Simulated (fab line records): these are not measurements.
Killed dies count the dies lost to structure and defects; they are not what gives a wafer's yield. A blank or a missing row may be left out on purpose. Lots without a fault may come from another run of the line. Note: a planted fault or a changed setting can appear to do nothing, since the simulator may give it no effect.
8D (eight disciplines) problem report, filled in by code + flow gf180mcu + the parts of the form that need people (team, actions taken, sign-off) are left out

## 1. THE ISSUE
Mean SALICIDE_TIN_RS at GF_SALICIDE_RS_MEAS_04: 31.2 ohm/sq over 6 wafers in 2 lots; fault-free wafers: 16.5 ohm/sq, standard deviation 0.38. Measured from the usual mean, that is +39 standard deviations.
The step: measures by four-point-probe.
The first sign was on wafer L160.1 at day 22 23:46, on film metro-04. The record holds 39 wafers of 13 lots with a number at this step. By rule, "out" or "out of limits" means more than 4 standard deviations away from the usual mean. Any other wafer with a number is counted as sound.

## 2. WHAT IT IS; WHAT IT IS NOT
| question                    | is                     | is not                                                           |
|-----------------------------|------------------------|------------------------------------------------------------------|
| which readings at this step | SALICIDE_TIN_RS        | -                                                                |
| which lots                  | L160, L161             | L138, L139, L141, L142, L143, L145, L147, L150, L155, L156, L157 |
| which wafers of those lots  | all that have a number | -                                                                |
| read on which gauges        | film metro-04          | film metro-01, film metro-02                                     |
| when                        | from day 22 23:46      | up to then (33 sound wafers)                                     |

## 3. SUSPECTS, AND WHAT RULES EACH OUT
Counting: a tool stays on the suspect list if, at a process step up to the reading, it processed all lots that are out and no sound lot following the first of them.
- the gauge at GF_SALICIDE_RS_MEAS_04: kept. All the wafers that are out were read on film metro-04, and no step on other tools shows them out.
- pvd sputter-01 at GF_SALICIDE_SPUTTER_02 (material Co, target thk 10 nm, time 20 s): kept. It ran every lot that is out, first L160 (day 22 23:43), and no sound lot after that; its last sound lot up to then is L155 (day 21 02:11).
After counting, pvd sputter-01 at GF_SALICIDE_SPUTTER_02 and film metro-04 at GF_SALICIDE_RS_MEAS_04 remain.

## 4. THE CAUSE (what the simulator had put in)
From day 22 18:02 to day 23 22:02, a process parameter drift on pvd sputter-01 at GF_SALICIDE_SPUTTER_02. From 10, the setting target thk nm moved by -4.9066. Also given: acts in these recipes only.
Of the 2 suspects that counting leaves, this tool is one.

## 5. THE CHAIN OF EFFECTS, in route order
Rows list readings where the struck wafers' mean (over those with a number) sits beyond 3 standard deviations from the usual. Readings are gone through only where the record gives a usual standard deviation; hours: the median, over the lots, of the time from a lot's start at the first step in this table giving one to that lot's start at this step; sigmas: the change measured in usual standard deviations.
| hours | step                   | reading         | usual       | on struck wafers | change | sigmas |
|-------|------------------------|-----------------|-------------|------------------|--------|--------|
| 0     | GF_SALICIDE_RS_MEAS_04 | SALICIDE_TIN_RS | 16.5 ohm/sq | 31.2             | +14.7  | +39    |

## 6. HOW IT WOULD HAVE BEEN CAUGHT EARLIER
In this record the first reading out of limits at a measuring or inspecting step was taken at day 22 23:46, 6 hours after the fault began at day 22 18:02.
Tool readings at GF_SALICIDE_SPUTTER_02 with a usual standard deviation given in the record: none out on any struck wafer, hence no alarm at a limit of 4 standard deviations on them.
Of the lots that are out (2), L161 began GF_SALICIDE_SPUTTER_02 on pvd sputter-01 after day 22 23:46. Holding the tool at that time would have saved it.
